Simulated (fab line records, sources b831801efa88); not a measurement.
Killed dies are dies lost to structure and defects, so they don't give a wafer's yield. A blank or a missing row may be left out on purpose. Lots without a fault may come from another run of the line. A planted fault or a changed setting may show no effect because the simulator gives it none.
Which tool did it? | flow sky130 | 13 lots, 39 wafers sampled, at 6 steps of a route of 708

WHAT THE GAUGES READ, wafer by wafer
SKY_VT_ADJUST_LVTN_OVL_MEAS_07.
lot  | measured     | on         | VT_ADJUST_LVTN_OVL (nm)
L958 | day 7 00:37  | overlay-01 | 1.0 2.2 3.1
L959 | day 7 11:39  | overlay-02 | -0.2 0.7 0.8
L960 | day 7 14:11  | overlay-02 | 1.9 0.3 2.5
L963 | day 8 10:59  | overlay-01 | 0.7 -0.4 1.1
L964 | day 8 20:25  | overlay-02 | -1.1 0.4 0.1
L966 | day 9 23:38  | overlay-01 | 1.7 2.0 1.7
L967 | day 9 21:45  | overlay-01 | -0.6 0.3 0.9
L968 | day 9 22:42  | overlay-02 | 1.4 1.2 1.8
L969 | day 10 08:22 | overlay-01 | -0.5 0.2 0.4
L970 | day 10 17:53 | overlay-01 | - - -
L975 | day 11 20:18 | overlay-02 | -1.6 -1.4 -1.3
L977 | day 12 06:03 | overlay-01 | 1.7 1.0 0.7
L980 | day 13 09:50 | overlay-02 | 0.0 -0.5 -0.2

SKY_VT_ADJUST_LVTN_TW_MEAS_10.
lot  | measured     | on            | VT_ADJUST_LVTN_TW
L958 | day 7 00:54  | film_metro-01 | 240.6 240.9 240.2
L959 | day 7 11:56  | film_metro-01 | 240.6 240.5 241.2
L960 | day 7 14:29  | film_metro-02 | 239.3 239.6 241.5
L963 | day 8 11:17  | film_metro-01 | 242.1 242.7 240.5
L964 | day 8 20:42  | film_metro-04 | 239.2 238.3 238.8
L966 | day 9 23:55  | film_metro-01 | 241.8 242.2 241.5
L967 | day 9 22:02  | film_metro-01 | 240.8 241.6 241.8
L968 | day 9 22:59  | film_metro-01 | 241.8 242.5 241.3
L969 | day 10 08:39 | film_metro-02 | 241.1 240.6 241.3
L970 | day 10 18:11 | film_metro-01 | 30.0 30.0 29.9
L975 | day 11 20:35 | film_metro-01 | 240.3 241.5 239.4
L977 | day 12 06:20 | film_metro-04 | 234.8 233.4 233.0
L980 | day 13 10:08 | film_metro-04 | 235.8 236.7 235.5

SKY_LDD_N_OVL_MEAS_07.
lot  | measured     | on         | LDD_N_OVL (nm)
L958 | day 18 02:55 | overlay-01 | -1.3 -0.9 -2.5
L959 | day 18 06:20 | overlay-02 | -0.9 -1.2 -2.6
L960 | day 18 14:38 | overlay-02 | 1.3 1.4 0.2
L963 | day 20 02:53 | overlay-01 | 1.3 0.1 0.1
L964 | day 20 13:46 | overlay-02 | 0.9 0.6 0.2
L966 | day 22 03:25 | overlay-02 | -2.1 -1.6 -1.7
L967 | day 22 02:19 | overlay-02 | -1.6 1.4 -2.6
L968 | day 22 00:20 | overlay-02 | 0.8 -0.6 -0.4
L969 | day 22 10:32 | overlay-01 | -0.4 -0.2 -0.7
L970 | day 23 00:08 | overlay-01 | -0.5 -0.6 1.0
L975 | day 24 10:26 | overlay-02 | -0.7 -0.9 -0.1
L977 | day 24 19:08 | overlay-02 | -1.6 -0.6 -1.3
L980 | day 25 23:55 | overlay-02 | 0.7 1.4 0.6

SKY_LDD_HVN_OVL_MEAS_07.
lot  | measured     | on         | LDD_HVN_OVL (nm)
L958 | day 20 16:05 | overlay-02 | -2.8 -2.0 -1.6
L959 | day 20 18:54 | overlay-02 | -0.4 -0.4 -0.3
L960 | day 21 04:59 | overlay-01 | 0.4 0.4 0.5
L963 | day 22 16:08 | overlay-02 | 1.2 2.0 2.3
L964 | day 23 04:20 | overlay-02 | -1.7 -1.8 -0.4
L966 | day 24 16:30 | overlay-01 | -2.5 -2.0 -3.4
L967 | day 24 15:10 | overlay-02 | -0.1 1.6 -0.5
L968 | day 24 13:29 | overlay-01 | -2.0 -1.2 -1.2
L969 | day 25 00:13 | overlay-02 | -0.6 -1.7 -1.6
L970 | day 25 12:43 | overlay-01 | -3.5 -3.7 -3.1
L975 | day 26 22:05 | overlay-01 | -1.3 -1.9 -3.1
L977 | day 27 06:58 | overlay-02 | -1.6 -2.0 -2.1
L980 | day 28 10:51 | overlay-02 | -1.2 -1.9 -1.0

WHICH TOOL RAN EACH LOT (tool, then ch and the chambers of the sampled wafers, then the start)
lot  | SKY_FIELD_ISO_ETCH_17           | SKY_VT_ADJUST_LVTN_EXPOSE_04
L958 | rie_si-02 ch 0,1,3, day 2 09:31 | iline_stepper-01 ch 0, day 6 15:24
L959 | rie_si-02 ch 2,3, day 2 14:56   | iline_stepper-02 ch 0, day 7 01:41
L960 | rie_si-01 ch 0,2,3, day 2 21:01 | iline_stepper-02 ch 0, day 7 04:19
L963 | rie_si-02 ch 0,1,2, day 3 13:13 | iline_stepper-01 ch 0, day 8 01:57
L964 | rie_si-02 ch 1,2,3, day 3 17:49 | iline_stepper-02 ch 0, day 8 10:06
L966 | rie_si-01 ch 0,1,2, day 4 06:25 | iline_stepper-01 ch 0, day 9 13:34
L967 | rie_si-02 ch 1,2,3, day 4 09:07 | iline_stepper-01 ch 0, day 9 11:13
L968 | rie_si-02 ch 0,1,2, day 4 13:35 | iline_stepper-02 ch 0, day 9 12:26
L969 | rie_si-01 ch 0,1,3, day 4 19:55 | iline_stepper-02 ch 0, day 9 21:41
L970 | rie_si-01 ch 2,3, day 5 05:35   | iline_stepper-01 ch 0, day 10 07:23
L975 | rie_si-01 ch 1,2, day 6 07:19   | iline_stepper-01 ch 0, day 11 08:44
L977 | rie_si-01 ch 0,1,2, day 6 14:04 | iline_stepper-01 ch 0, day 11 18:19
L980 | rie_si-02 ch 1,2,3, day 7 05:08 | iline_stepper-01 ch 0, day 12 21:19
- SKY_FIELD_ISO_ETCH_17: etches Si in HBr/Cl2/O2, target depth 342 nm, time 97.7 s.
- SKY_VT_ADJUST_LVTN_EXPOSE_04: exposes mask NWM COMPLEMENT LESS NATIVE, target cd 840 nm.

WHAT THE TOOLS THEMSELVES READ (means of the sampled wafers that have a number; where no wafer has one, the mark that the record gives instead)
SKY_FIELD_ISO_ETCH_17.
lot  | tool      | drypump_motor_current_A (A) | oes_product_au (a.u.) | throttle_valve_pct (%)
L958 | rie_si-02 | 5.5                         | 0.991                 | 25.660
L959 | rie_si-02 | 5.6                         | 1.003                 | 25.658
L960 | rie_si-01 | 5.9                         | 1.002                 | 25.659
L963 | rie_si-02 | 5.8                         | 0.999                 | 25.659
L964 | rie_si-02 | 5.6                         | 0.998                 | 25.656
L966 | rie_si-01 | 5.8                         | 1.013                 | 25.653
L967 | rie_si-02 | 5.6                         | 0.997                 | 25.653
L968 | rie_si-02 | 5.8                         | 0.988                 | 25.657
L969 | rie_si-01 | 5.4                         | 0.998                 | 25.660
L970 | rie_si-01 | 5.8                         | 0.995                 | 25.657
L975 | rie_si-01 | 5.6                         | 1.007                 | 25.652
L977 | rie_si-01 | 5.8                         | 1.000                 | 25.651
L980 | rie_si-02 | 5.6                         | 0.997                 | 25.650

SKY_VT_ADJUST_LVTN_EXPOSE_04.
lot  | tool             | stage_vel_mm_s (mm/s)
L958 | iline_stepper-01 | 500.27
L959 | iline_stepper-02 | 499.79
L960 | iline_stepper-02 | 499.87
L963 | iline_stepper-01 | 500.03
L964 | iline_stepper-02 | 499.97
L966 | iline_stepper-01 | 500.07
L967 | iline_stepper-01 | 499.97
L968 | iline_stepper-02 | 499.82
L969 | iline_stepper-02 | 500.25
L970 | iline_stepper-01 | 499.99
L975 | iline_stepper-01 | 500.08
L977 | iline_stepper-01 | 500.12
L980 | iline_stepper-01 | 500.12

THE ANSWER, worked out from the rows above alone
Rule: what is usual is taken from the lots themselves. Put in order of their means at a reading, lots are off if they are a third of the lots or fewer, leave a main group of 4 or more, and stand apart from it by a gap of 3 or more times the standard deviation of the main group's means; of several such gaps the widest counts. A main group whose means are all the same, to the digits that the tables above print for the reading, isn't used. A lot without any number at a reading at which 4 lots or more have one is off too. The other lots that the step has rows for count as sound. The gauges are gone through in route order, then the tools' own readings, and for those a lot's mean is taken as printed above. The first step at which some lot is off is used, and at that step the reading that is off furthest; a lot without a number counts as furthest.
Off: L970, at SKY_VT_ADJUST_LVTN_OVL_MEAS_07 (VT_ADJUST_LVTN_OVL). Without a number there: L970. The main group: mean 0.6 nm, standard deviation 0.99.
A tool fits if, at a process step before that reading, it ran every lot that is off, and no sound lot after the first of them. The gauges at SKY_VT_ADJUST_LVTN_OVL_MEAS_07 aren't tried: what is off there is off at SKY_VT_ADJUST_LVTN_TW_MEAS_10 too, on other tools, and a gauge's error can't cause that. None of those tried fits.

WHAT THE SIMULATOR HAD PUT IN
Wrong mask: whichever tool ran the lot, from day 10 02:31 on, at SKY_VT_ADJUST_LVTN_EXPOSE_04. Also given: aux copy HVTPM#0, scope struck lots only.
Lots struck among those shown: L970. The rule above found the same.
